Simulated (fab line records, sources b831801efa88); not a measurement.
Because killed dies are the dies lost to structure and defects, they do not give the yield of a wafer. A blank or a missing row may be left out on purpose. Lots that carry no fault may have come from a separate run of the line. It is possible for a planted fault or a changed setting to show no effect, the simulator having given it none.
fab line records | flow sky130
[record] lots = 12 | wafers = 36 | lastDay = 50
route steps=708 shown METAL1@453 VIA1@461 METAL2@486 PAD_OPEN@708
lots with no fault: from the same line, run without faults
startH: the number of hours between the record's first day and the start of the first shown wafer of the lot | waitH: hours from the lot's prior step to this one | " same as the row above | L1.1+2: several wafers, shown together as one row | - no value, or no start given | * or withheld: withheld | < > ~ a bound
route shown NAME@n: a module of which the file shows steps, and the number in the route of the first | usual: mean/standard deviation of fault-free wafers | same: alike in all rows | chamber/n: place in a boat | sites: per-site readings | _std_site: the standard deviation of these | _edge_site: inner sites' mean taken away from outer sites' mean | radiusMm: for every site, how far away it sits from the centre of the wafer | mask NAME#n: copy n | behind: the tool/chamber that last shaped the wafer | hold: cause of the lot's hold/its duration in hours/its outcome | device: transistor that didn't switch, given as n, p or np | end of line: the tests these same wafers got at the end of their route | a step given without rows: its recipe and nothing more | killed: dies that structure and defects cost at the first sort, which is not the same as the wafer's yield | map: shows each die of a wafer: x if killed, . if not, _ if none is there
set.NAME: the setting the step ran with; set.NAME@STEP: the setting that earlier step ran with | model.NAME: the simulator's own value behind a step, which no gauge read
the route's steps for a sample of lots (tables are steps, rows are wafers)
services: from which hour (startH, from the record's first day; less than 0 if before it) a tool's chamber was out of use, for how many hours, and why
[[steps]]
[step SKY_METAL1_METAL_ETCH_19]
[recipe] targetDepthA = 3600 | stopOn = SiO2 | overEtchFrac = 0.3 | timeS = 78 | chemistry = Cl2/BCl3 | resistSidewallDeg = 88 | pressureMtorr = 10 | icpW = 900 | biasW = 48.5 | Cl2_flow_sccm = 60 | bcl3FlowSccm = 30
[usual] drypumpMotorCurrentA = 5.6/0.33 | oesProductAu = 0.854/0.0055 | throttleValvePct = 22.266/0.0092
lot.wafer | tool        | chamber | startH | waitH | drypumpMotorCurrentA | oesProductAu | rfHoursCounterH | throttleValvePct
L966.2    | rieMetal-02 | 0       | 766.80 | 0.1   | 6.0                  | 0.858        | 9               | 22.278
L966.3    | "           | 1       | "      | "     | 5.7                  | 0.859        | -               | 22.261
L966.5    | "           | 1       | "      | "     | 5.7                  | 0.854        | -               | 22.276
L968.3    | rieMetal-02 | 1       | 777.49 | 0.1   | 5.7                  | 0.855        | -               | 22.261
L968.4    | "           | 0       | "      | "     | 6.0                  | 0.843        | -               | 22.259
L968.6    | "           | 1       | "      | "     | 5.7                  | 0.853        | -               | 22.287
L969.1    | rieMetal-04 | 0       | 781.37 | 0.0   | 5.6                  | 0.846        | 6               | 22.261
L969.3    | "           | 0       | "      | "     | 5.6                  | 0.851        | -               | 22.263
L969.6    | "           | 0       | "      | "     | 5.6                  | 0.859        | -               | 22.254
L971.2    | rieMetal-04 | 1       | 809.67 | 0.0   | 5.0                  | 0.855        | 4               | 22.279
L971.3    | "           | 0       | "      | "     | 5.6                  | 0.844        | -               | 22.262
L971.6    | "           | 0       | "      | "     | 5.6                  | 0.857        | -               | 22.276
L972.1    | rieMetal-04 | 1       | 814.06 | 0.0   | 5.0                  | 0.854        | 4               | 22.271
L972.3    | "           | 1       | "      | "     | 5.0                  | 0.855        | -               | 22.266
L972.4    | "           | 0       | "      | "     | 5.6                  | 0.855        | -               | 22.277
L974.3    | rieMetal-01 | 1       | 835.30 | 0.1   | 5.7                  | 0.849        | -               | 22.263
L974.4    | "           | 0       | "      | "     | 5.3                  | 0.854        | -               | 22.263
L974.5    | "           | 1       | "      | "     | 5.7                  | 0.853        | -               | 22.267
L975.1    | rieMetal-04 | 0       | 836.22 | 0.0   | 5.6                  | 0.849        | 8               | 22.271
L975.4    | "           | 1       | "      | "     | 5.0                  | 0.859        | -               | 22.260
L975.6    | "           | 0       | "      | "     | 5.6                  | 0.853        | -               | 22.267
L981.2    | rieMetal-02 | 0       | 873.92 | 0.0   | 6.0                  | 0.843        | 13              | 22.269
L981.3    | "           | 0       | "      | "     | 5.9                  | 0.846        | -               | 22.268
L981.6    | "           | 0       | "      | "     | 5.9                  | 0.851        | -               | 22.244
L984.3    | rieMetal-02 | 1       | 903.45 | 0.1   | 5.7                  | 0.858        | -               | 22.263
L984.4    | "           | 0       | "      | "     | 6.0                  | 0.856        | -               | 22.245
L984.6    | "           | 0       | "      | "     | 6.0                  | 0.857        | -               | 22.260
L987.3    | rieMetal-01 | 0       | 922.50 | 0.1   | 5.3                  | 0.857        | -               | 22.260
L987.4    | "           | 1       | "      | "     | 5.7                  | 0.860        | -               | 22.272
L987.5    | "           | 1       | "      | "     | 5.7                  | 0.850        | -               | 22.264
L988.2    | rieMetal-04 | 0       | 924.22 | 0.0   | 5.6                  | 0.854        | 12              | 22.280
L988.4    | "           | 1       | "      | "     | 5.0                  | 0.855        | -               | 22.275
L988.6    | "           | 0       | "      | "     | 5.6                  | 0.856        | -               | 22.261
L989.1    | rieMetal-02 | 0       | 930.82 | 0.0   | 6.0                  | 0.847        | 16              | 22.274
L989.3    | "           | 1       | "      | "     | 5.7                  | 0.864        | -               | 22.264
L989.6    | "           | 1       | "      | "     | 5.7                  | 0.848        | -               | 22.265
[step SKY_VIA1_BOW_MEAS_03]
[recipe] mode = bow
[usual] VIA1_BOW = 79/6.5
lot.wafer | tool         | chamber | startH | waitH | VIA1_BOW[um]
L966.2    | filmMetro-04 | -       | 768.01 | 0.1   | 85
L966.3    | "            | -       | "      | "     | 93
L966.5    | "            | -       | "      | "     | 89
L968.3    | filmMetro-04 | -       | 778.88 | 0.2   | 74
L968.4    | "            | -       | "      | "     | 71
L968.6    | "            | -       | "      | "     | 75
L969.1    | filmMetro-04 | -       | 782.55 | 0.1   | 75
L969.3    | "            | -       | "      | "     | 83
L969.6    | "            | -       | "      | "     | 77
L971.2    | filmMetro-04 | -       | 810.89 | 0.3   | 66
L971.3    | "            | -       | "      | "     | 76
L971.6    | "            | -       | "      | "     | 83
L972.1    | filmMetro-03 | -       | 815.23 | 0.1   | 77
L972.3    | "            | -       | "      | "     | 74
L972.4    | "            | -       | "      | "     | 74
L974.3    | filmMetro-03 | -       | 836.46 | 0.3   | 79
L974.4    | "            | -       | "      | "     | 76
L974.5    | "            | -       | "      | "     | 71
L975.1    | filmMetro-04 | -       | 837.37 | 0.1   | 81
L975.4    | "            | -       | "      | "     | 75
L975.6    | "            | -       | "      | "     | 72
L981.2    | filmMetro-04 | -       | 875.14 | 0.2   | 73
L981.3    | "            | -       | "      | "     | 71
L981.6    | "            | -       | "      | "     | 85
L984.3    | filmMetro-02 | -       | 904.70 | 0.3   | 78
L984.4    | "            | -       | "      | "     | 77
L984.6    | "            | -       | "      | "     | 75
L987.3    | filmMetro-04 | -       | 923.77 | 0.2   | 87
L987.4    | "            | -       | "      | "     | 90
L987.5    | "            | -       | "      | "     | 77
L988.2    | filmMetro-03 | -       | 925.91 | 0.2   | 69
L988.4    | "            | -       | "      | "     | 71
L988.6    | "            | -       | "      | "     | 73
L989.1    | filmMetro-02 | -       | 932.03 | 0.2   | 82
L989.3    | "            | -       | "      | "     | 71
L989.6    | "            | -       | "      | "     | 72
[step SKY_METAL2_SPUTTER_03]
[recipe] material = Ti | targetThkNm = 5 | powerW = 3000 | timeS = 3.3 | chamberPressurePa = 0.4
[usual] throttleValvePct = 30.0/1
lot.wafer | tool          | chamber | startH | waitH | throttleValvePct
L966.2    | pvdSputter-04 | -       | 796.17 | 0.0   | 30.9
L966.3    | "             | -       | "      | "     | 32.0
L966.5    | "             | -       | "      | "     | 31.2
L968.3    | pvdSputter-01 | -       | 807.23 | 0.0   | 28.6
L968.4    | "             | -       | "      | "     | 31.2
L968.6    | "             | -       | "      | "     | 29.6
L969.1    | pvdSputter-03 | -       | 810.32 | 0.0   | 29.9
L969.3    | "             | -       | "      | "     | 31.3
L969.6    | "             | -       | "      | "     | 30.3
L971.2    | pvdSputter-01 | -       | 838.91 | 0.0   | 28.8
L971.3    | "             | -       | "      | "     | 29.4
L971.6    | "             | -       | "      | "     | 31.2
L972.1    | pvdSputter-01 | -       | 842.86 | 0.0   | 31.1
L972.3    | "             | -       | "      | "     | 29.4
L972.4    | "             | -       | "      | "     | 28.7
L974.3    | pvdSputter-01 | -       | 864.17 | 0.0   | 29.4
L974.4    | "             | -       | "      | "     | 29.7
L974.5    | "             | -       | "      | "     | 28.7
L975.1    | pvdSputter-01 | -       | 865.06 | 0.0   | 31.2
L975.4    | "             | -       | "      | "     | 29.1
L975.6    | "             | -       | "      | "     | 29.2
L981.2    | pvdSputter-03 | -       | 903.04 | 0.0   | 29.6
L981.3    | "             | -       | "      | "     | 29.1
L981.6    | "             | -       | "      | "     | 31.4
L984.3    | pvdSputter-03 | -       | 930.95 | 0.0   | 29.9
L984.4    | "             | -       | "      | "     | 31.2
L984.6    | "             | -       | "      | "     | 30.1
L987.3    | pvdSputter-01 | -       | 950.52 | 0.0   | 29.5
L987.4    | "             | -       | "      | "     | 28.7
L987.5    | "             | -       | "      | "     | 29.7
L988.2    | pvdSputter-04 | -       | 952.89 | 0.0   | 32.0
L988.4    | "             | -       | "      | "     | 31.3
L988.6    | "             | -       | "      | "     | 31.5
L989.1    | pvdSputter-01 | -       | 959.41 | 0.0   | 30.0
L989.3    | "             | -       | "      | "     | 31.1
L989.6    | "             | -       | "      | "     | 30.8
[step SKY_METAL2_EXPOSE_12]
[recipe] maskId = MM2 | na = 0.8 | sourceShape = annular | sigmaInner = 0.55 | sigmaOuter = 0.85 | targetCdNm = 140 | doseMj = 28
lot.wafer  | tool          | chamber | startH | waitH | mask
L966.2+3+5 | krfScanner-02 | 0       | 809.75 | -     | MM2#0
L968.3+4+6 | krfScanner-02 | 0       | 820.53 | -     | MM2#0
L969.1+3+6 | krfScanner-02 | 0       | 823.57 | -     | MM2#0
L971.2+3+6 | krfScanner-02 | 0       | 852.11 | -     | MM2#0
L972.1+3+4 | krfScanner-01 | 0       | 855.84 | -     | MM2#0
L974.3+4+5 | krfScanner-01 | 0       | 877.00 | -     | MM2#0
L975.1+4+6 | krfScanner-01 | 0       | 877.98 | -     | MM2#0
L981.2+3+6 | krfScanner-01 | 0       | 916.69 | -     | MM2#0
L984.3+4+6 | krfScanner-01 | 0       | 944.27 | -     | MM2#0
L987.3+4+5 | krfScanner-02 | 0       | 962.43 | -     | MM2#0
L988.2+4+6 | krfScanner-02 | 0       | 965.44 | -     | MM2#0
L989.1+3+6 | krfScanner-02 | 0       | 972.52 | -     | MM2#0
[step SKY_METAL2_CD_MEAS_15]
[recipe] targetCdNm = 140
[usual] cdNm = 139.9/1.7
lot.wafer | tool     | chamber | startH | waitH | cdNm
L966.2    | cdSem-01 | -       | 821.99 | -     | 140.0
L966.3    | "        | -       | "      | "     | 140.8
L966.5    | "        | -       | "      | "     | 139.9
L968.3    | cdSem-02 | -       | 833.91 | -     | 139.1
L968.4    | "        | -       | "      | "     | 138.3
L968.6    | "        | -       | "      | "     | 136.8
L969.1    | cdSem-01 | -       | 836.63 | -     | 141.7
L969.3    | "        | -       | "      | "     | 143.2
L969.6    | "        | -       | "      | "     | 143.3
L971.2    | cdSem-01 | -       | 864.79 | -     | 140.0
L971.3    | "        | -       | "      | "     | 140.0
L971.6    | "        | -       | "      | "     | 138.9
L972.1    | cdSem-01 | -       | 869.12 | -     | 141.1
L972.3    | "        | -       | "      | "     | 141.3
L972.4    | "        | -       | "      | "     | 141.5
L974.3    | cdSem-02 | -       | 890.31 | -     | 139.1
L974.4    | "        | -       | "      | "     | 139.9
L974.5    | "        | -       | "      | "     | 140.3
L975.1    | cdSem-02 | -       | 891.53 | -     | 139.1
L975.4    | "        | -       | "      | "     | 140.2
L975.6    | "        | -       | "      | "     | 142.1
L981.2    | cdSem-01 | -       | 929.04 | -     | 140.4
L981.3    | "        | -       | "      | "     | 118.1
L981.6    | "        | -       | "      | "     | 115.8
L984.3    | cdSem-01 | -       | 956.47 | -     | 123.4
L984.4    | "        | -       | "      | "     | 141.7
L984.6    | "        | -       | "      | "     | 122.6
L987.3    | cdSem-01 | -       | 974.91 | -     | 138.0
L987.4    | "        | -       | "      | "     | 137.7
L987.5    | "        | -       | "      | "     | 137.7
L988.2    | cdSem-02 | -       | 978.10 | -     | 140.2
L988.4    | "        | -       | "      | "     | 138.1
L988.6    | "        | -       | "      | "     | 140.9
L989.1    | cdSem-02 | -       | 984.62 | -     | 136.0
L989.3    | "        | -       | "      | "     | 136.4
L989.6    | "        | -       | "      | "     | 135.3
[step SKY_PAD_OPEN_PROBE_99]
[usual] defectLimitedYield = 82.9/1.7 | killed_at_M0_to_M3 = 42/6.1 | killed_at_M4_up = 3.4/2 | killedAtContacts = 23/4.8 | killedAtFrontEnd = 15/3.8 | killedAtOther = 0.3/0.48 | killedDies = 84/8.5 | killedOpen = 46/6.8 | killedShort = 38/6.2 | sort_bin_3_pad_short = 0.8/0.42 | sort_bin_5_function = 10.1/1.4 | sort_bin_6_memory = 6.2/0.99 | sortNPass = 408/8.5 | sortYieldPct = 82.9/1.7
[same] grossDies = 492 | killedAtBackSide = 0 | sort_bin_4_leakage[%] = 0 | sort_bin_8_speed[%] = 0
lot.wafer | tool      | chamber | startH  | waitH | defectLimitedYield[%] | killed_at_M0_to_M3 | killed_at_M4_up | killedAtContacts | killedAtFrontEnd | killedAtOther | killedDies | killedOpen | killedShort | sort_bin_3_pad_short[%] | sort_bin_5_function[%] | sort_bin_6_memory[%] | sortNPass | sortYieldPct[%]
L981.2    | prober-02 | -       | 1162.67 | 0.1   | 86.2                  | 34                 | 0               | 21               | 12               | 1             | 68         | 30         | 38          | 0.8                     | 6.7                    | 6.3                  | 424       | 86.2
L981.3    | prober-02 | -       | 1162.72 | 0.2   | 55.5                  | 171                | 2               | 17               | 27               | 2             | 219        | 46         | 37          | 1.0                     | 37.2                   | 6.3                  | 273       | 55.5
L981.6    | prober-02 | -       | 1162.87 | 0.2   | 55.9                  | 164                | 3               | 31               | 18               | 1             | 217        | 58         | 34          | 0.4                     | 38.4                   | 5.3                  | 275       | 55.9
L984.3    | prober-02 | -       | 1181.36 | 0.2   | 82.1                  | 41                 | 1               | 34               | 12               | 0             | 88         | 50         | 34          | 1.0                     | 10.8                   | 6.1                  | 404       | 82.1
L984.4    | prober-02 | -       | 1181.41 | 0.2   | 85.2                  | 44                 | 2               | 20               | 7                | 0             | 73         | 33         | 39          | 0.2                     | 10.8                   | 3.9                  | 419       | 85.2
L984.6    | prober-02 | -       | 1181.51 | 0.2   | 79.9                  | 62                 | 2               | 21               | 13               | 1             | 99         | 44         | 39          | 0.8                     | 14.4                   | 4.9                  | 393       | 79.9
// killed by level:class
L981.2 CONTACT:geometricParticle:open=6 VIA3:geometricParticle:open=6 CONTACT:geometricParticle:short=5 VIA2:geometricParticle:open=5 FIELD_ISO:geometricParticle:short=4 POLY_GATE:geometricParticle:open=4 LI_CONTACT:geometricParticle:short=4 METAL2:geometricParticle:short=4
L981.3 METAL2:areaExpose=135 VIA1:geometricParticle:open=10 FIELD_ISO:geometricParticle:short=8 CONTACT:geometricParticle:open=7 FIELD_ISO:geometricParticle:open=5 POLY_GATE:geometricParticle:open=5 METAL2:geometricParticle:short=5 POLY_GATE:geometricParticle:short=4
L981.6 METAL2:areaExpose=124 CONTACT:geometricParticle:open=15 VIA3:geometricParticle:open=9 VIA1:geometricParticle:open=6 VIA2:geometricParticle:open=6 FIELD_ISO:geometricParticle:open=5 LOCAL_INTERCONNECT:geometricParticle:short=5 METAL1:geometricParticle:short=5
L984.3 LI_CONTACT:geometricParticle:open=14 CONTACT:geometricParticle:short=8 VIA1:geometricParticle:open=8 CONTACT:geometricParticle:open=6 VIA2:geometricParticle:open=6 FIELD_ISO:geometricParticle:open=5 METAL2:geometricParticle:short=4 VIA3:geometricParticle:open=4
L984.4 VIA1:geometricParticle:open=11 METAL1:geometricParticle:short=7 LOCAL_INTERCONNECT:geometricParticle:short=6 CONTACT:geometricParticle:short=6 CONTACT:geometricParticle:open=5 VIA1:geometricParticle:short=5 VIA2:geometricParticle:short=4 VIA2:geometricParticle:open=4
L984.6 METAL2:areaExpose=14 VIA1:geometricParticle:open=12 CONTACT:geometricParticle:open=8 METAL1:geometricParticle:short=8 VIA2:geometricParticle:open=5 LI_CONTACT:geometricParticle:open=4 LOCAL_INTERCONNECT:geometricParticle:short=4 VIA1:geometricParticle:short=4
[[services]]
tool          | chamber | startH | hours | kind
rieMetal-01   | -       | 743.29 | 0.3   | repair
krfScanner-02 | -       | 753.83 | 0.8   | pm
krfScanner-01 | -       | 755.60 | 1.3   | pm
krfScanner-02 | -       | 758.81 | 2.3   | repair
rieMetal-01   | 0       | 767.54 | 4.8   | repair
pvdSputter-04 | -       | 785.26 | 3.4   | repair
rieMetal-02   | -       | 794.70 | 14.6  | pm
krfScanner-02 | -       | 797.07 | 1.3   | pm
krfScanner-01 | -       | 799.91 | 0.8   | pm
krfScanner-02 | -       | 803.38 | 3.6   | pm
krfScanner-02 | -       | 820.72 | 0.9   | repair
krfScanner-01 | -       | 863.07 | 1.0   | pm
rieMetal-04   | -       | 877.64 | 1.4   | repair
krfScanner-02 | -       | 887.71 | 1.0   | pm
krfScanner-01 | -       | 890.05 | 0.3   | repair
krfScanner-02 | -       | 897.20 | 0.8   | pm
krfScanner-02 | -       | 922.63 | 0.8   | pm
rieMetal-04   | 1       | 931.39 | 2.5   | repair
krfScanner-01 | -       | 931.50 | 1.3   | pm
krfScanner-02 | -       | 935.05 | 18.2  | repair
krfScanner-01 | -       | 954.20 | 0.3   | repair
rieMetal-04   | -       | 958.54 | 14.6  | pm
krfScanner-01 | -       | 965.79 | 0.1   | repair
krfScanner-01 | -       | 968.71 | 0.8   | pm
[[key]]
[firstSign] step = SKY_METAL2_CD_MEAS_15 | reading = cdNm | direction = down | sigmas = 11 | usual = 139.9 | struck = 120.0
[effect] step = SKY_PAD_OPEN_PROBE_99 | reading = killed_at_M0_to_M3 | direction = up | sigmas = 11 | usual = 42 | struck = 110 | wafersMoved = 3
[moreKillsBornAt] SKY_METAL2_EXPOSE_12@krfScanner-01 = 277
metAt SKY_METAL2_EXPOSE_12
struckLots L981,L984
struckWafers L981.3,L981.6,L984.3,L984.6
notActingAt SKY_METAL1_METAL_ETCH_19,SKY_VIA1_BOW_MEAS_03,SKY_METAL2_SPUTTER_03
onsetBetween 877.98 916.69
[fault] kind = processParameterDrift | tool = krfScanner-01 | chamber = - | onsetH = 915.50 | steps = SKY_METAL2_EXPOSE_12 | channel = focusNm | offset = 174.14 | shape = step | endH = 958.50 | scope = struckWafersOnly
